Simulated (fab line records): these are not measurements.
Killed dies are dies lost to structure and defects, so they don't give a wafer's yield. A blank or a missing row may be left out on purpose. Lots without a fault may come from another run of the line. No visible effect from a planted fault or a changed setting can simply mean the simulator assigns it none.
What tool caused it? -- flow sky130 -- at 1 step of a route of 708, 11 lots with 33 wafers sampled

## WHAT THE GAUGES SHOWED, per wafer
SKY_VIA3_THK_MEAS_01.
lot,measured,on,VIA3_HDPCVD_THK (nm)
L296,day 39 04:17,film-metro-02,1680 1623 1644
L299,day 40 04:08,film-metro-01,1639 1616 1631
L302,day 40 11:53,film-metro-03,1626 1630 1627
L301,day 40 12:46,film-metro-01,1643 1651 1665
L307,day 41 20:55,film-metro-01,1647 1636 1662
L309,day 42 03:31,film-metro-03,1628 1636 1653
L308,day 42 05:53,film-metro-02,1606 1646 1598
L314,day 43 20:23,film-metro-01,1651 1643 1632
L316,day 44 04:14,film-metro-01,1643 1644 1635
L317,day 44 16:43,film-metro-01,1624 1649 1634
L319,day 44 22:29,film-metro-03,1639 1632 1613

## EACH LOT AND THE TOOL THAT RAN IT (in order: tool; ch and the chambers of the sampled wafers; start)
The record holds no process step before these readings.

## THE ANSWER, worked out from the rows above alone
Rule: what is usual is taken from the lots themselves. The widest of any qualifying gaps counts: lots, ordered by their means at a reading, are off when they make up no more than a third of the lots, leave a main group of 4 or more, and stand apart from it by 3 or more times the standard deviation of that group's means. If all means in a main group match to the digits the tables above print for the reading, that group is not used. A lot without any number at a reading at which 4 lots or more have one is off too. Any other lot the step has rows for is counted as sound.
No lot is off on any of the readings shown, so nothing can be concluded from this.

## WHAT THE SIMULATOR HAD PUT IN
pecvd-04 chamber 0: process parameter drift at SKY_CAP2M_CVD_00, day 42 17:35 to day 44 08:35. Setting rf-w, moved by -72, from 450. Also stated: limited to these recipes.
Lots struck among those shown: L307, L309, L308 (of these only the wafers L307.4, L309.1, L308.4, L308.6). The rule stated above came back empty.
